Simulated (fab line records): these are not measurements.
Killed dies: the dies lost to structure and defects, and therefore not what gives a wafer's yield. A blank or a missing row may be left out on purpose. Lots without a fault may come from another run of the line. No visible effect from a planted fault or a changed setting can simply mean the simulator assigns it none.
What tool caused it? + flow sky130 + 72 wafers from 24 lots sampled at 5 of the route's 708 steps

== WHAT THE GAUGES SHOWED, per wafer ==
SKY_LDD_HVN_OVL_MEAS_07. Usual: LDD_HVN_OVL gives -0.5 nm (standard deviation 1.2).
| lot  | measured     | on         | LDD_HVN_OVL (nm) | flag |
|------|--------------|------------|------------------|------|
| L076 | day 21 20:56 | overlay-01 | 0.4 -0.7 0.5     |      |
| L075 | day 21 21:43 | overlay-01 | -1.6 -1.2 0.9    |      |
| L074 | day 21 22:01 | overlay-02 | -2.2 -1.1 0.0    |      |
| L078 | day 22 04:13 | overlay-01 | -0.6 -0.8 -0.3   |      |
| L079 | day 22 05:56 | overlay-02 | -0.6 -2.5 -0.5   |      |
| L077 | day 22 06:23 | overlay-02 | -0.1 -0.1 -0.4   |      |
| L081 | day 22 18:49 | overlay-01 | 1.0 -0.1 1.7     |      |
| L080 | day 22 19:07 | overlay-02 | -1.0 0.2 -0.8    |      |
| L083 | day 23 14:11 | overlay-01 | -1.7 -2.5 -2.0   |      |
| L082 | day 23 17:28 | overlay-01 | -0.4 0.5 0.1     |      |
| L085 | day 24 22:10 | overlay-02 | 1.0 1.1 0.3      |      |
| L084 | day 25 02:58 | overlay-02 | -2.0 -2.6 -2.1   |      |
| L087 | day 25 09:26 | overlay-02 | 1.4 0.1 1.2      |      |
| L086 | day 25 10:20 | overlay-01 | 0.5 -0.2 -0.2    |      |
| L089 | day 26 01:46 | overlay-02 | -1.8 -0.5 -1.9   |      |
| L090 | day 26 02:43 | overlay-01 | 2.0 0.4 -1.4     |      |
| L088 | day 26 03:32 | overlay-02 | -0.2 -0.6 0.8    |      |
| L092 | day 26 12:04 | overlay-02 | -1.1 0.5 -0.7    |      |
| L091 | day 26 12:59 | overlay-01 | -0.2 0.1 -1.0    |      |
| L093 | day 26 19:02 | overlay-01 | -0.5 -0.7 0.0    |      |
| L095 | day 27 23:47 | overlay-02 | 1.1 -0.5 -0.6    |      |
| L094 | day 28 00:05 | overlay-02 | -0.2 -1.3 0.2    |      |
| L096 | day 28 01:35 | overlay-02 | -2.5 -1.5 -2.6   |      |
| L097 | day 28 09:08 | overlay-02 | -1.4 0.2 -1.4    |      |

SKY_SD_N_RS_MEAS_16: a four-point-probe measurement. Usual: SD_N_RS gives 68.52 ohm/sq (standard deviation 0.11).
| lot  | measured     | on           | SD_N_RS (ohm/sq)  | flag |
|------|--------------|--------------|-------------------|------|
| L076 | day 29 06:59 | filmMetro-04 | 68.59 68.57 68.40 |      |
| L075 | day 29 09:10 | filmMetro-01 | 68.47 68.53 68.63 |      |
| L074 | day 29 09:42 | filmMetro-04 | 68.42 68.63 68.64 |      |
| L078 | day 29 12:34 | filmMetro-03 | 68.56 68.38 68.46 |      |
| L079 | day 29 13:40 | filmMetro-03 | 68.51 68.49 68.56 |      |
| L077 | day 29 14:14 | filmMetro-01 | 68.54 68.46 68.49 |      |
| L081 | day 30 03:37 | filmMetro-01 | 68.42 68.57 68.62 |      |
| L080 | day 30 02:38 | filmMetro-04 | 68.61 68.70 68.58 |      |
| L083 | day 30 22:01 | filmMetro-04 | 68.52 68.62 68.53 |      |
| L082 | day 31 00:49 | filmMetro-04 | 68.68 68.56 68.54 |      |
| L085 | day 32 04:01 | filmMetro-03 | 68.67 68.73 68.79 |      |
| L084 | day 32 06:31 | filmMetro-04 | 68.50 68.61 68.48 |      |
| L087 | day 32 12:16 | filmMetro-03 | 68.71 68.52 68.64 |      |
| L086 | day 32 14:34 | filmMetro-01 | 68.48 68.50 68.48 |      |
| L089 | day 33 02:43 | filmMetro-01 | 68.50 68.63 68.48 |      |
| L090 | day 33 02:45 | filmMetro-04 | 68.36 68.30 68.43 |      |
| L088 | day 33 06:16 | filmMetro-01 | 68.52 68.49 68.62 |      |
| L092 | day 33 11:37 | filmMetro-01 | 68.52 68.46 68.48 |      |
| L091 | day 33 15:02 | filmMetro-03 | 68.51 68.38 68.39 |      |
| L093 | day 33 21:19 | filmMetro-03 | 68.39 68.44 68.34 |      |
| L095 | day 35 00:55 | filmMetro-03 | 68.30 68.50 68.31 |      |
| L094 | day 35 02:52 | filmMetro-03 | 68.36 68.57 68.39 |      |
| L096 | day 35 02:43 | filmMetro-04 | 68.55 68.57 68.46 |      |
| L097 | day 35 05:25 | filmMetro-04 | 68.52 68.37 68.44 |      |

SKY_LI_CONTACT_BOW_MEAS_03. Usual: LI_CONTACT_BOW gives 56 um (standard deviation 6.3).
| lot  | measured     | on           | LI_CONTACT_BOW (um) | flag |
|------|--------------|--------------|---------------------|------|
| L076 | day 29 07:50 | filmMetro-04 | 53 53 67            |      |
| L075 | day 29 10:01 | filmMetro-03 | 49 51 53            |      |
| L074 | day 29 10:35 | filmMetro-03 | 57 56 62            |      |
| L078 | day 29 13:28 | filmMetro-04 | 42 53 58            |      |
| L079 | day 29 14:31 | filmMetro-03 | 46 53 51            |      |
| L077 | day 29 15:08 | filmMetro-03 | 67 59 55            |      |
| L081 | day 30 04:28 | filmMetro-04 | 49 61 63            |      |
| L080 | day 30 03:29 | filmMetro-03 | 52 47 61            |      |
| L083 | day 30 22:52 | filmMetro-01 | 53 66 52            |      |
| L082 | day 31 01:40 | filmMetro-04 | 56 53 56            |      |
| L085 | day 32 04:52 | filmMetro-01 | 56 57 63            |      |
| L084 | day 32 07:21 | filmMetro-04 | 48 63 63            |      |
| L087 | day 32 13:06 | filmMetro-04 | 45 48 70            |      |
| L086 | day 32 15:24 | filmMetro-01 | 53 53 60            |      |
| L089 | day 33 03:33 | filmMetro-03 | 55 63 48            |      |
| L090 | day 33 03:35 | filmMetro-04 | 56 52 50            |      |
| L088 | day 33 07:07 | filmMetro-03 | 55 52 59            |      |
| L092 | day 33 12:28 | filmMetro-03 | 70 54 59            |      |
| L091 | day 33 15:53 | filmMetro-04 | 48 48 43            |      |
| L093 | day 33 22:09 | filmMetro-03 | 62 65 59            |      |
| L095 | day 35 01:45 | filmMetro-03 | 49 56 61            |      |
| L094 | day 35 03:43 | filmMetro-03 | 56 54 49            |      |
| L096 | day 35 03:33 | filmMetro-01 | 66 58 66            |      |
| L097 | day 35 06:16 | filmMetro-01 | 63 67 62            |      |

SKY_METAL1_OVL_MEAS_16. Usual: METAL1_OVL gives 0 nm (standard deviation 5.1).
| lot  | measured     | on         | METAL1_OVL (nm) | flag |
|------|--------------|------------|-----------------|------|
| L076 | day 34 01:10 | overlay-01 | -2 3 -5         |      |
| L075 | day 34 02:38 | overlay-02 | 1 6 -3          |      |
| L074 | day 34 03:38 | overlay-01 | -1 -4 0         |      |
| L078 | day 34 05:48 | overlay-01 | -6 0 -4         |      |
| L079 | day 34 06:50 | overlay-01 | 0 -6 -2         |      |
| L077 | day 34 07:06 | overlay-02 | 1 0 -4          |      |
| L081 | day 34 19:44 | overlay-01 | 2 -4 -2         |      |
| L080 | day 34 18:53 | overlay-01 | 5 14 9          |      |
| L083 | day 35 17:55 | overlay-02 | 3 -2 -2         |      |
| L082 | day 35 18:44 | overlay-02 | -11 -4 -6       |      |
| L085 | day 36 22:17 | overlay-01 | 2 3 0           |      |
| L084 | day 36 22:28 | overlay-01 | -2 -1 0         |      |
| L087 | day 36 23:37 | overlay-01 | -5 -3 2         |      |
| L086 | day 37 02:50 | overlay-01 | 0 -5 -2         |      |
| L089 | day 37 23:56 | overlay-02 | -1 -6 -2        |      |
| L090 | day 37 23:57 | overlay-01 | 1 -1 -3         |      |
| L088 | day 38 00:35 | overlay-01 | 14 5 10         |      |
| L092 | day 38 02:32 | overlay-01 | -2 -4 -1        |      |
| L091 | day 38 03:19 | overlay-02 | 0 3 -6          |      |
| L093 | day 39 00:39 | overlay-02 | 4 4 1           |      |
| L095 | day 39 08:14 | overlay-01 | 0 3 6           |      |
| L094 | day 39 10:01 | overlay-02 | 8 -3 -2         |      |
| L096 | day 39 09:19 | overlay-01 | 4 2 0           |      |
| L097 | day 39 11:32 | overlay-01 | 6 9 5           |      |

SKY_CAPM_THK_MEAS_04: measures by xrf. Usual: CAPM_TIN_THK gives 209.0 nm (standard deviation 2.2).
| lot  | measured     | on           | CAPM_TIN_THK (nm) | flag |
|------|--------------|--------------|-------------------|------|
| L076 | day 38 04:55 | filmMetro-02 | 210.6 207.9 207.1 |      |
| L075 | day 38 05:38 | filmMetro-02 | 209.5 210.7 211.3 |      |
| L074 | day 38 05:50 | filmMetro-01 | 210.0 212.5 210.1 |      |
| L078 | day 38 06:13 | filmMetro-01 | 208.7 208.4 209.7 |      |
| L079 | day 38 06:31 | filmMetro-01 | 210.3 207.3 206.4 |      |
| L077 | day 38 06:55 | filmMetro-01 | 205.5 207.7 204.1 |      |
| L081 | day 38 07:18 | filmMetro-02 | 211.4 210.5 211.2 |      |
| L080 | day 38 06:58 | filmMetro-04 | 204.5 204.8 204.4 |      |
| L083 | day 39 05:04 | filmMetro-04 | 208.7 207.9 207.1 |      |
| L082 | day 39 06:26 | filmMetro-01 | 209.0 208.4 206.7 |      |
| L085 | day 40 08:55 | filmMetro-02 | 206.3 208.1 209.7 |      |
| L084 | day 40 09:13 | filmMetro-01 | 212.0 208.0 209.6 |      |
| L087 | day 40 10:08 | filmMetro-04 | 208.8 213.7 211.3 |      |
| L086 | day 40 15:13 | filmMetro-01 | 204.9 206.9 207.4 |      |
| L089 | day 41 07:46 | filmMetro-01 | 208.4 208.0 209.5 |      |
| L090 | day 41 08:07 | filmMetro-01 | 212.7 211.1 213.7 |      |
| L088 | day 41 10:02 | filmMetro-01 | 209.3 210.5 209.8 |      |
| L092 | day 41 11:34 | filmMetro-04 | 208.4 208.5 206.7 |      |
| L091 | day 41 12:00 | filmMetro-04 | 210.3 206.3 209.5 |      |
| L093 | day 42 08:01 | filmMetro-04 | 207.2 208.2 208.4 |      |
| L095 | day 42 16:49 | filmMetro-04 | 208.6 206.5 210.5 |      |
| L094 | day 42 18:07 | filmMetro-01 | 210.9 208.7 210.2 |      |
| L096 | day 42 17:25 | filmMetro-04 | 205.7 209.3 207.1 |      |
| L097 | day 42 18:52 | filmMetro-01 | 208.2 208.8 206.2 |      |

== EACH LOT AND THE TOOL THAT RAN IT (in order: tool; ch and the chambers of the sampled wafers; start) ==
The record shows no process step preceding these readings.

== AS READ BY THE TOOLS THEMSELVES (means over the sampled wafers that have a number; for cases with no such wafer, the mark the record gives instead) ==
The record holds no such reading with a usual standard deviation.

== THE ANSWER, worked out from the rows above alone ==
Rule: a lot is off if the mean of its wafers that have a number lies more than 3 standard deviations from the usual mean. A lot without any number at a reading at which 4 lots or more have one is off too. All remaining lots with rows at the step are treated as sound. First the gauges in route order, then the tools' own readings, where a lot's mean is used as printed above. The first step at which some lot is off is used, and at that step the reading that is off furthest; a lot without a number counts as furthest.
No lot is off at any reading shown: from this, nothing can be told.

== WHAT THE SIMULATOR HAD INSERTED ==
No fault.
